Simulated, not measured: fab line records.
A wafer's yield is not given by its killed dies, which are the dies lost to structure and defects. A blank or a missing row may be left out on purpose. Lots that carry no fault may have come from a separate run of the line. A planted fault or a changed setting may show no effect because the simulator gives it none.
fab line records	flow gf180mcu	part 2 of 2: steps 25 to 34 of 34
[record] lots = 5	wafers = 15	last-day = 31
route steps=602 shown NSD@237 PSD@248 SAB@264
lots with no fault: from the same line, run without faults
start-h: the number of hours between the record's first day and the start of the first shown wafer of the lot	wait-h: how many hours have passed since the lot's step before this one	" as in the row above	L1.1+2: a single row standing in for several wafers	- no value, or no start was given	* or withheld: withheld	< > ~ a bound
route shown NAME@n: a module of which the file shows steps, and the number in the route of the first	usual: mean/standard deviation of fault-free wafers	same: alike in all rows	chamber/n: place in a boat	sites: each site's reading	_std_site: standard deviation across them	_edge_site: inner sites' mean taken away from outer sites' mean	radius-mm: for every site, how far away it sits from the centre of the wafer	mask NAME#n: copy n	behind: the last tool/chamber to shape the wafer	hold: the reason the lot was held/the length of the hold in hours/how it ended	device: the n, p or np transistor that did not switch	end of line: at the end of the route, the tests of the same wafers	a step without rows: its recipe alone	killed: at the first sort, the dies lost to defects and structure; wafer yield is something else	map: a wafer's dies, x killed, . not, _ none there
set.NAME: the setting as run; set.NAME@STEP: as run at that earlier step	model.NAME: the simulator's own value behind a step, which no gauge read
certain route steps with their lots: each step a table, each wafer a row
services: a tool's chamber out of use, with start hour (start-h, from the record's first day; less than 0 if before it), hours out, and reason
[[steps]]
[step GF_PSD_RTA_13]
[recipe] temp-c = 1025	time-s = 20	ambient = N2
[usual] lamp-power-pct = 36.2/1.2	wafer_temp_C_max = 1028.5/0.82
lot.wafer	tool	chamber	start-h	wait-h	lamp-power-pct	wafer_temp_C_max
L074.1	rtp-anneal-01	0	319.84	0.0	35.0	1027.7
L074.3	"	0	"	"	35.0	1029.3
L074.5	"	0	"	"	35.0	1029.9
L076.2	rtp-anneal-02	0	341.00	0.0	37.4	1028.4
L076.4	"	0	"	"	37.4	1027.4
L076.5	"	0	"	"	37.4	1027.7
L077.1	rtp-anneal-01	0	353.77	0.0	35.0	1029.8
L077.2	"	0	"	"	35.0	1029.4
L077.6	"	0	"	"	35.0	1029.9
L080.3	rtp-anneal-02	0	383.67	0.0	37.4	1028.6
L080.4	"	0	"	"	37.5	1028.6
L080.5	"	0	"	"	37.5	1028.8
L081.3	rtp-anneal-01	0	401.21	0.0	35.0	1029.7
L081.5	"	0	"	"	35.0	1029.5
L081.6	"	0	"	"	35.0	1029.4
[step GF_PSD_RS_MEAS_14]
[recipe] thk-meas-gauge = four-point-probe
[usual] NSD_RS = 46.14/0.11
lot.wafer	tool	chamber	start-h	wait-h	NSD_RS[ohm/sq]
L074.1	film-metro-01	-	319.92	0.1	46.25
L074.3	"	-	"	"	46.26
L074.5	"	-	"	"	46.22
L076.2	film-metro-01	-	341.09	0.1	46.11
L076.4	"	-	"	"	46.16
L076.5	"	-	"	"	46.12
L077.1	film-metro-04	-	353.85	0.1	46.12
L077.2	"	-	"	"	46.07
L077.6	"	-	"	"	46.11
L080.3	film-metro-03	-	383.76	0.1	46.28
L080.4	"	-	"	"	46.32
L080.5	"	-	"	"	46.22
L081.3	film-metro-04	-	401.31	0.1	46.04
L081.5	"	-	"	"	46.12
L081.6	"	-	"	"	46.12
[step GF_PSD_RS_MEAS_15]
[recipe] thk-meas-gauge = four-point-probe
[usual] PSD_RS = 108.6/0.32
lot.wafer	tool	chamber	start-h	wait-h	PSD_RS[ohm/sq]
L074.1	film-metro-01	-	320.04	0.1	108.8
L074.3	"	-	"	"	108.5
L074.5	"	-	"	"	108.6
L076.2	film-metro-01	-	341.21	0.1	108.5
L076.4	"	-	"	"	108.9
L076.5	"	-	"	"	108.9
L077.1	film-metro-04	-	353.97	0.1	108.6
L077.2	"	-	"	"	108.6
L077.6	"	-	"	"	108.7
L080.3	film-metro-03	-	383.88	0.1	108.8
L080.4	"	-	"	"	109.0
L080.5	"	-	"	"	109.1
L081.3	film-metro-04	-	401.43	0.1	108.3
L081.5	"	-	"	"	108.2
L081.6	"	-	"	"	108.4
[step GF_SAB_CVD_00]
[recipe] material = SiO2	target-thk-nm = 50	precursor = TEOS	temp-c = 400	time-s = 4.9302	rf-w = 600
[usual] heater-power-w = 694/100
lot.wafer	tool	chamber	start-h	wait-h	heater-power-w
L074.1	pecvd-01	1	320.16	0.1	587
L074.3	"	0	"	"	796
L074.5	"	0	"	"	773
L076.2	pecvd-03	2	341.31	0.1	754
L076.4	"	1	"	"	695
L076.5	"	2	"	"	766
L077.1	pecvd-03	1	354.09	0.1	673
L077.2	"	0	"	"	479
L077.6	"	0	"	"	479
L080.3	pecvd-03	0	383.96	0.1	499
L080.4	"	2	"	"	643
L080.5	"	0	"	"	494
L081.3	pecvd-03	2	401.51	0.1	792
L081.5	"	0	"	"	598
L081.6	"	2	"	"	770
[step GF_SAB_THK_MEAS_01]
[recipe] reads = SiO2_of_SAB_CVD_00
[usual] SAB_CVD_00_THK = 50.1/0.77
lot.wafer	tool	chamber	start-h	wait-h	SAB_CVD_00_THK[nm]
L074.1	film-metro-04	-	320.18	0.0	49.4
L074.3	"	-	"	"	49.6
L074.5	"	-	"	"	50.4
L076.2	film-metro-03	-	341.34	0.0	49.9
L076.4	"	-	"	"	50.9
L076.5	"	-	"	"	50.7
L077.1	film-metro-04	-	354.11	0.0	49.4
L077.2	"	-	"	"	48.1
L077.6	"	-	"	"	49.4
L080.3	film-metro-04	-	384.00	0.0	49.4
L080.4	"	-	"	"	51.5
L080.5	"	-	"	"	50.1
L081.3	film-metro-02	-	401.55	0.0	51.0
L081.5	"	-	"	"	50.6
L081.6	"	-	"	"	51.9
[step GF_SAB_DEHYDRATE_02]
[recipe] temp-c = 200	time-s = 60
[usual] chill-plate-temp-C = 23.00/0.11	exhaust-pa = 45.2/0.85
lot.wafer	tool	chamber	start-h	wait-h	chill-plate-temp-C	exhaust-pa
L074.1	litho-track-02	0	330.47	10.3	22.94	44.9
L074.3	"	0	"	"	22.97	45.8
L074.5	"	0	"	"	23.13	45.9
L076.2	litho-track-04	0	352.08	10.7	23.19	45.3
L076.4	"	0	"	"	23.26	45.4
L076.5	"	0	"	"	22.93	44.5
L077.1	litho-track-01	0	365.17	11.0	22.88	45.6
L077.2	"	0	"	"	22.82	45.8
L077.6	"	0	"	"	22.95	45.6
L080.3	litho-track-02	0	395.37	11.4	23.03	45.3
L080.4	"	0	"	"	23.03	45.9
L080.5	"	0	"	"	23.10	46.4
L081.3	litho-track-04	0	413.05	11.5	22.98	45.5
L081.5	"	0	"	"	22.94	45.0
L081.6	"	0	"	"	23.00	45.3
[step GF_SAB_HMDS_03]
[recipe] prime-time-s = 60	prime-temp-c = 120
[usual] chill-plate-temp-C = 22.99/0.11	exhaust-pa = 45.1/0.79
lot.wafer	tool	chamber	start-h	wait-h	chill-plate-temp-C	exhaust-pa
L074.1	litho-track-02	0	330.62	0.1	23.01	44.8
L074.3	"	0	"	"	23.08	46.1
L074.5	"	0	"	"	23.00	45.3
L076.2	litho-track-04	0	352.23	0.1	22.96	45.6
L076.4	"	0	"	"	22.99	45.3
L076.5	"	0	"	"	22.93	45.1
L077.1	litho-track-01	0	365.32	0.1	22.93	45.2
L077.2	"	0	"	"	22.96	44.7
L077.6	"	0	"	"	22.92	45.7
L080.3	litho-track-02	0	395.52	0.1	23.00	46.0
L080.4	"	0	"	"	22.99	45.6
L080.5	"	0	"	"	22.75	44.3
L081.3	litho-track-04	0	413.20	0.1	23.18	46.6
L081.5	"	0	"	"	23.06	47.4
L081.6	"	0	"	"	23.12	46.5
[step GF_SAB_COAT_04]
[recipe] resist = NOVOLAK	spin-rpm = 3000	resist-thk-nm = 1000
[usual] chill-plate-temp-C = 23.01/0.11	exhaust-pa = 45.1/1
lot.wafer	tool	chamber	start-h	wait-h	chill-plate-temp-C	exhaust-pa
L074.1	litho-track-02	0	330.77	0.1	23.07	44.2
L074.3	"	0	"	"	22.94	45.6
L074.5	"	0	"	"	23.13	44.8
L076.2	litho-track-04	0	352.38	0.1	23.17	46.8
L076.4	"	0	"	"	22.96	46.8
L076.5	"	0	"	"	23.01	46.1
L077.1	litho-track-01	0	365.47	0.1	22.94	43.1
L077.2	"	0	"	"	22.95	43.9
L077.6	"	0	"	"	23.17	44.1
L080.3	litho-track-02	0	395.67	0.1	23.00	45.2
L080.4	"	0	"	"	23.03	42.6
L080.5	"	0	"	"	22.91	45.1
L081.3	litho-track-04	0	413.35	0.1	23.02	45.0
L081.5	"	0	"	"	23.13	45.4
L081.6	"	0	"	"	23.05	46.2
[step GF_SAB_SOFTBAKE_05]
[recipe] temp-c = 90	time-s = 60	resist = NOVOLAK
[usual] chill-plate-temp-C = 23.00/0.09	exhaust-pa = 44.8/0.89
lot.wafer	tool	chamber	start-h	wait-h	chill-plate-temp-C	exhaust-pa
L074.1	litho-track-02	0	330.92	0.1	23.18	45.8
L074.3	"	0	"	"	23.06	45.0
L074.5	"	0	"	"	23.13	44.4
L076.2	litho-track-04	0	352.53	0.1	23.10	46.0
L076.4	"	0	"	"	22.99	44.9
L076.5	"	0	"	"	23.11	44.9
L077.1	litho-track-01	0	365.62	0.1	23.02	43.1
L077.2	"	0	"	"	22.93	43.4
L077.6	"	0	"	"	22.94	45.4
L080.3	litho-track-02	0	395.82	0.1	23.11	45.8
L080.4	"	0	"	"	23.04	44.8
L080.5	"	0	"	"	23.05	44.9
L081.3	litho-track-04	0	413.50	0.1	22.93	44.5
L081.5	"	0	"	"	23.03	44.6
L081.6	"	0	"	"	22.93	45.5
[step GF_SAB_EXPOSE_06]
[recipe] mask-id = SAB	target-cd-nm = 420	na = 0.6	source-shape = conventional	sigma-outer = 0.6	dose-mj = 140
[usual] stage-vel-mm-s = 500.05/0.24
lot.wafer	tool	chamber	start-h	wait-h	mask	stage-vel-mm-s
L074.1	iline-stepper-01	0	-	-	SAB#0	499.96
L074.3	"	0	"	"	SAB#0	500.34
L074.5	"	0	"	"	SAB#0	500.37
L076.2	iline-stepper-02	0	-	-	SAB#0	500.12
L076.4	"	0	"	"	SAB#0	499.75
L076.5	"	0	"	"	SAB#0	499.60
L077.1	iline-stepper-01	0	-	-	SAB#0	500.21
L077.2	"	0	"	"	SAB#0	500.08
L077.6	"	0	"	"	SAB#0	500.55
L080.3	iline-stepper-02	0	-	-	SAB#0	499.85
L080.4	"	0	"	"	SAB#0	500.09
L080.5	"	0	"	"	SAB#0	500.05
L081.3	iline-stepper-01	0	-	-	SAB#0	499.97
L081.5	"	0	"	"	SAB#0	499.91
L081.6	"	0	"	"	SAB#0	499.95
[[services]]
tool	chamber	start-h	hours	kind
plasma-asher-04	-	264.87	32.1	repair
implanter-02	-	276.23	1.3	repair
implanter-03	-	296.78	3.1	pm
implanter-02	-	300.53	3.9	repair
implanter-03	-	300.68	2.4	repair
implanter-03	-	302.13	4.6	repair
iline-stepper-01	-	304.97	1.7	pm
implanter-01	-	309.77	1.1	repair
implanter-01	-	313.13	3.9	repair
plasma-asher-02	-	315.10	1.1	repair
iline-stepper-02	-	325.52	1.7	pm
pecvd-03	0	329.53	5.2	repair
implanter-01	-	333.80	3.4	repair
rtp-anneal-01	-	348.64	3.5	pm
iline-stepper-01	-	360.97	3.7	repair
implanter-02	-	361.96	1.7	repair
plasma-asher-02	-	363.10	0.9	repair
plasma-asher-01	-	364.14	5.2	repair
pecvd-03	-	368.88	14.0	pm
plasma-asher-02	-	388.55	2.8	pm
plasma-asher-03	-	391.06	4.4	repair
implanter-04	-	395.31	64.0	pm
implanter-02	-	395.67	1.9	repair
implanter-03	-	400.37	6.0	pm
